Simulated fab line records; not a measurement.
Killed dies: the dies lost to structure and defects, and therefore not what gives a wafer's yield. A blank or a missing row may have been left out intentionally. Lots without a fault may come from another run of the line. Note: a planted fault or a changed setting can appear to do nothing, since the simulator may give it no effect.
A single fault, viewed from 2 desks / flow gf180mcu / only its own numbers are on each desk; what lay behind them is given at the end

METROLOGY DESK
Lot by lot, what the gauges showed, no matter which tool ran the lot: averages of those sampled wafers that carry a number. The brackets show how far a lot's mean lies from the usual mean; more than 4 standard deviations puts the lot out of limits, marked OUT.
Columns: A = V1_CVD_02_THK at GF_V1_THK_MEAS_03, usual 852 nm
lot=L559; first seen here=day 17 02:53; A=848
lot=L560; first seen here=day 17 14:16; A=863
lot=L562; first seen here=day 18 11:59; A=840
lot=L563; first seen here=day 19 02:22; A=854
lot=L567; first seen here=day 20 01:42; A=863
lot=L568; first seen here=day 20 11:25; A=860
lot=L569; first seen here=day 21 01:14; A=838
lot=L570; first seen here=day 21 10:05; A=855
lot=L571; first seen here=day 21 12:41; A=852
lot=L572; first seen here=day 22 03:01; A=843
lot=L573; first seen here=day 22 10:09; A=625 (-17) OUT
lot=L574; first seen here=day 22 15:28; A=616 (-18) OUT
lot=L575; first seen here=day 23 00:22; A=851
Per this desk, out of limits: L573, L574; the first was L573, day 22 10:09 (V1_CVD_02_THK at GF_V1_THK_MEAS_03). L559, L560, L562, L563, L567, L568, L569, L570, L571, L572, L575: within limits.

AT THE TOOL OWNER'S DESK: pecvd-02
The tool's own readings at GF_V1_CVD_02 (deposits SiO2 from TEOS, target thk 850 nm, time 94.851 s): means of the sampled wafers that have a number, for each lot that ran on this tool. The brackets show how far a lot's mean lies from the usual mean; more than 4 standard deviations puts the lot out of limits, marked OUT.
Columns: A = heater power w at GF_V1_CVD_02, usual 687 W
lot=L559; first seen here=day 17 02:49; A=688
lot=L562; first seen here=day 18 11:55; A=720
lot=L569; first seen here=day 21 01:08; A=727
lot=L570; first seen here=day 21 10:01; A=750
lot=L571; first seen here=day 21 12:36; A=755
lot=L572; first seen here=day 22 02:56; A=649
lot=L573; first seen here=day 22 10:05; A=719
lot=L574; first seen here=day 22 15:24; A=733
This desk found nothing out of limits on any of the 8 lots.

ALL TOGETHER
On L573, L574, the metrology desk was in a position to raise an alarm at day 22 10:09.
The desk of the tool owner found nothing out of limits.
Tool owner's desk: L573, L574 on record, inside its limits.
The lots listed all ran GF_V1_CVD_02 on pecvd-02.

WHAT HAD BEEN PUT IN BY THE SIMULATOR
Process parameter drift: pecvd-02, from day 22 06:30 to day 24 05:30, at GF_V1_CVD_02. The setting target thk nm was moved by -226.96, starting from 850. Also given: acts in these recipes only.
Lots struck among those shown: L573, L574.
Per desk, hours elapsed from the start of the fault to the first reading out of limits: for the metrology desk, 4.
